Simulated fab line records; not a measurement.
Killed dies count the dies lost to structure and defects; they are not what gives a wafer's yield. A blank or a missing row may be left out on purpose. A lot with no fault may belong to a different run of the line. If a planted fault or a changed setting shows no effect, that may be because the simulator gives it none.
fab line records	flow gf180mcu
record lots=14	wafers=42	lastDay=34
route steps=602 shown CONTACT@312 M1@318 V1@336
lots with no fault: from the same line, run without faults
startH: hours from the record's first day to the start of the lot's first wafer shown	waitH: hours from the lot's prior step to this one	" unchanged from the row above	L1.1+2: several wafers, shown together as one row	- either no value or no given start	* or withheld: withheld	< > ~ a bound
route shown NAME@n: NAME is a module with steps in the file, n the number in the route of the first one	usual: mean and standard deviation over wafers with no fault	same: alike in all rows	chamber/n: place in a boat	sites: readings site by site	_std_site: standard deviation of those values	_edge_site: the outer-site mean with the inner-site mean subtracted	radiusMm: for every site, how far away it sits from the centre of the wafer	mask NAME#n: copy n	behind: the last tool/chamber to shape the wafer	hold: the reason the lot was held/the length of the hold in hours/how it ended	device: names the non-switching transistor (n, p or np)	end of line: tests run on the same wafers once the route is complete	a step without rows: its recipe alone	killed: count of dies lost to structure and defects at first sort (not the wafer's yield)	map: the dies of a wafer, with x for killed, . for not killed, _ for no die there
set.NAME: the run value of the setting; set.NAME@STEP: its run value at that earlier step	model.NAME: the simulator's own value behind a step, which no gauge read
one table for each step of the route and one row for each wafer, over a sample of lots
services: a tool's chamber out of use, with start hour (startH, from the record's first day; less than 0 if before it), hours out, and reason
## steps
# step GF_CONTACT_RS_MEAS_25
# recipe thkMeasGauge=four-point-probe	reads=W_of_CONTACT_CVD_24+TiN_of_CONTACT_SPUTTER_23+Ti_of_CONTACT_SPUTTER_22
# usual CONTACT_W_RS=0.405/0.0091
lot.wafer	tool	chamber	startH	waitH	CONTACT_W_RS[ohm/sq]
L871.2	filmMetro-02	-	378.39	0.1	0.413
L871.4	"	-	"	"	0.410
L871.6	"	-	"	"	0.414
L874.1	filmMetro-01	-	401.45	0.1	0.404
L874.3	"	-	"	"	0.405
L874.5	"	-	"	"	0.412
L875.1	filmMetro-03	-	407.20	0.1	0.392
L875.2	"	-	"	"	0.406
L875.5	"	-	"	"	0.408
L876.4	filmMetro-01	-	420.32	0.1	0.413
L876.5	"	-	"	"	0.409
L876.6	"	-	"	"	0.405
L879.2	filmMetro-03	-	445.80	0.1	0.418
L879.3	"	-	"	"	0.416
L879.6	"	-	"	"	0.409
L881.2	filmMetro-01	-	463.41	0.1	0.415
L881.3	"	-	"	"	0.404
L881.5	"	-	"	"	0.407
L882.1	filmMetro-03	-	473.60	0.1	0.414
L882.3	"	-	"	"	0.411
L882.6	"	-	"	"	0.409
L883.1	filmMetro-01	-	484.33	0.1	0.411
L883.5	"	-	"	"	0.397
L883.6	"	-	"	"	0.415
L885.1	filmMetro-02	-	497.09	0.1	0.397
L885.5	"	-	"	"	0.414
L885.6	"	-	"	"	0.396
L886.1	filmMetro-03	-	505.53	0.1	0.405
L886.4	"	-	"	"	0.409
L886.5	"	-	"	"	0.407
L887.4	filmMetro-01	-	515.69	0.1	0.423
L887.5	"	-	"	"	0.418
L887.6	"	-	"	"	0.415
L888.1	filmMetro-01	-	520.11	0.1	0.393
L888.3	"	-	"	"	0.405
L888.4	"	-	"	"	0.393
L892.1	filmMetro-01	-	547.95	0.2	0.404
L892.2	"	-	"	"	0.409
L892.5	"	-	"	"	0.414
L893.2	filmMetro-03	-	557.60	0.2	0.403
L893.3	"	-	"	"	0.402
L893.5	"	-	"	"	0.402
# step GF_M1_SPUTTER_03
# recipe material=Ti	targetThkNm=10	substrateTempC=300	chamberPressurePa=0.3	powerW=3000	timeS=6.7
# usual cathodeDcPowerW=3000.1/0.55	chamberPressurePa=0.3001/0.00056	throttleValvePct=29.9/0.99	timeS=6.7/0
lot.wafer	tool	chamber	startH	waitH	cathodeDcPowerW	chamberPressurePa	throttleValvePct	timeS
L871.2	pvdSputter-04	-	379.01	0.0	3000.2	0.3002	30.6	6.7
L871.4	"	-	"	"	3000.2	0.2994	29.0	6.7
L871.6	"	-	"	"	2999.4	0.3002	30.2	6.7
L874.1	pvdSputter-02	-	402.09	0.0	3000.1	0.2991	30.8	6.7
L874.3	"	-	"	"	3000.4	0.3005	31.2	6.7
L874.5	"	-	"	"	3000.0	0.2991	30.6	6.7
L875.1	pvdSputter-02	-	407.84	0.0	2999.2	0.3016	31.0	6.7
L875.2	"	-	"	"	2999.4	0.3007	31.5	6.7
L875.5	"	-	"	"	3000.5	0.2992	29.4	6.7
L876.4	pvdSputter-03	-	420.91	0.0	2999.2	0.3004	30.4	6.7
L876.5	"	-	"	"	3000.8	0.3000	29.4	6.7
L876.6	"	-	"	"	2999.5	0.2996	30.4	6.7
L879.2	pvdSputter-03	-	446.42	0.0	2999.5	0.3006	30.3	6.7
L879.3	"	-	"	"	2999.9	0.3005	30.4	6.7
L879.6	"	-	"	"	3000.3	0.3000	28.3	6.7
L881.2	pvdSputter-04	-	464.03	0.0	-	-	-	-
L881.3	"	-	"	"	-	-	-	-
L881.5	"	-	"	"	-	-	-	-
L882.1	pvdSputter-03	-	474.24	0.0	-	-	-	-
L882.3	"	-	"	"	-	-	-	-
L882.6	"	-	"	"	-	-	-	-
L883.1	pvdSputter-04	-	484.97	0.0	2999.8	0.2995	29.1	6.7
L883.5	"	-	"	"	3000.6	0.2992	30.1	6.7
L883.6	"	-	"	"	3001.0	0.2999	30.7	6.7
L885.1	pvdSputter-04	-	497.73	0.0	3000.5	0.3002	27.9	6.7
L885.5	"	-	"	"	3000.4	0.3009	28.6	6.7
L885.6	"	-	"	"	3000.4	0.2997	30.1	6.7
L886.1	pvdSputter-04	-	506.17	0.0	3000.7	0.3007	30.1	6.7
L886.4	"	-	"	"	2999.6	0.2991	30.6	6.7
L886.5	"	-	"	"	3000.2	0.2998	30.1	6.7
L887.4	pvdSputter-02	-	516.27	0.0	3001.0	0.2997	31.3	6.7
L887.5	"	-	"	"	2999.7	0.2997	31.3	6.7
L887.6	"	-	"	"	2999.2	0.3006	30.7	6.7
L888.1	pvdSputter-03	-	520.75	0.0	3000.7	0.3009	30.1	6.7
L888.3	"	-	"	"	3000.1	0.3007	30.2	6.7
L888.4	"	-	"	"	3000.0	0.2998	29.4	6.7
L892.1	pvdSputter-04	-	548.59	0.0	2999.5	0.3003	27.8	6.7
L892.2	"	-	"	"	3000.9	0.3002	28.9	6.7
L892.5	"	-	"	"	3000.1	0.2991	30.6	6.7
L893.2	pvdSputter-04	-	558.22	0.0	3001.1	0.2996	28.0	6.7
L893.3	"	-	"	"	3000.7	0.3001	29.1	6.7
L893.5	"	-	"	"	3000.3	0.2991	29.0	6.7
# step GF_V1_THK_MEAS_01
# recipe reads=SiO2_of_V1_CVD_00
# usual V1_CVD_00_THK=621/8.6
lot.wafer	tool	chamber	startH	waitH	V1_CVD_00_THK[nm]
L871.2	filmMetro-04	-	403.03	0.0	629
L871.4	"	-	"	"	621
L871.6	"	-	"	"	638
L874.1	filmMetro-04	-	427.14	0.0	634
L874.3	"	-	"	"	644
L874.5	"	-	"	"	639
L875.1	filmMetro-01	-	432.49	0.1	607
L875.2	"	-	"	"	616
L875.5	"	-	"	"	617
L876.4	filmMetro-03	-	446.12	0.0	618
L876.5	"	-	"	"	614
L876.6	"	-	"	"	604
L879.2	filmMetro-01	-	471.33	0.0	609
L879.3	"	-	"	"	621
L879.6	"	-	"	"	614
L883.1	filmMetro-04	-	509.78	0.0	625
L883.5	"	-	"	"	629
L883.6	"	-	"	"	627
L885.1	filmMetro-01	-	521.43	0.0	623
L885.5	"	-	"	"	616
L885.6	"	-	"	"	623
L886.1	filmMetro-01	-	530.24	0.0	629
L886.4	"	-	"	"	634
L886.5	"	-	"	"	627
L887.4	filmMetro-01	-	539.76	0.0	621
L887.5	"	-	"	"	627
L887.6	"	-	"	"	612
L888.1	filmMetro-01	-	544.03	0.0	627
L888.3	"	-	"	"	636
L888.4	"	-	"	"	620
L892.1	filmMetro-01	-	571.48	0.1	621
L892.2	"	-	"	"	613
L892.5	"	-	"	"	616
L893.2	filmMetro-04	-	580.60	0.0	615
L893.3	"	-	"	"	626
L893.5	"	-	"	"	617
# step GF_V1_THK_MEAS_03
# recipe reads=SiO2_of_V1_CVD_02
# usual V1_CVD_02_THK=853/12
lot.wafer	tool	chamber	startH	waitH	V1_CVD_02_THK[nm]
L871.2	filmMetro-03	-	403.16	0.0	851
L871.4	"	-	"	"	868
L871.6	"	-	"	"	863
L874.1	filmMetro-03	-	427.27	0.0	830
L874.3	"	-	"	"	836
L874.5	"	-	"	"	865
L875.1	filmMetro-03	-	432.62	0.0	860
L875.2	"	-	"	"	831
L875.5	"	-	"	"	868
L876.4	filmMetro-01	-	446.25	0.0	874
L876.5	"	-	"	"	849
L876.6	"	-	"	"	861
L879.2	filmMetro-04	-	471.46	0.0	870
L879.3	"	-	"	"	859
L879.6	"	-	"	"	878
L883.1	filmMetro-03	-	509.91	0.0	853
L883.5	"	-	"	"	872
L883.6	"	-	"	"	850
L885.1	filmMetro-04	-	521.60	0.1	845
L885.5	"	-	"	"	848
L885.6	"	-	"	"	857
L886.1	filmMetro-01	-	530.41	0.1	840
L886.4	"	-	"	"	856
L886.5	"	-	"	"	853
L887.4	filmMetro-03	-	539.89	0.0	850
L887.5	"	-	"	"	847
L887.6	"	-	"	"	851
L888.1	filmMetro-04	-	544.16	0.0	862
L888.3	"	-	"	"	838
L888.4	"	-	"	"	845
L892.1	filmMetro-04	-	571.61	0.0	857
L892.2	"	-	"	"	868
L892.5	"	-	"	"	866
L893.2	filmMetro-03	-	580.73	0.0	841
L893.3	"	-	"	"	843
L893.5	"	-	"	"	855
## services
tool	chamber	startH	hours	kind
pvdSputter-03	-	387.76	3.6	repair
pvdSputter-02	-	418.66	2.2	repair
pvdSputter-04	-	421.80	11.6	repair
pvdSputter-03	-	454.13	1.9	repair
pvdSputter-04	-	467.76	6.6	repair
pvdSputter-03	-	477.96	1.2	repair
pvdSputter-02	-	525.27	2.6	repair
pvdSputter-02	-	528.16	1.8	repair
pvdSputter-03	-	544.95	1.1	repair
## key
firstSign step=GF_M1_SPUTTER_03	reading=toolRecord	direction=missing
effect none on later readings
metAt GF_M1_SPUTTER_03
struckLots L881,L882
laterRowsLeftOut L881.2,L881.3,L881.5,L882.1,L882.3,L882.6
sortLeftOut L881.2,L881.3,L881.5,L882.1,L882.3,L882.6
notActingAt GF_CONTACT_RS_MEAS_25,GF_V1_THK_MEAS_01,GF_V1_THK_MEAS_03
onsetBetween 446.42 464.03
fault kind=skippedStepWhole	tool=pvdSputter-03,pvdSputter-04	chamber=-	onsetH=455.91	steps=GF_M1_SPUTTER_03	scope=struckLotsOnly
# sortLeftOut: the simulated sort isn't trusted on such a fault, so these wafers' sort isn't shown, and their yield isn't known
# laterRowsLeftOut: the simulator's readings of these wafers behind a module that went badly wrong aren't trusted and aren't shown, but for the sort
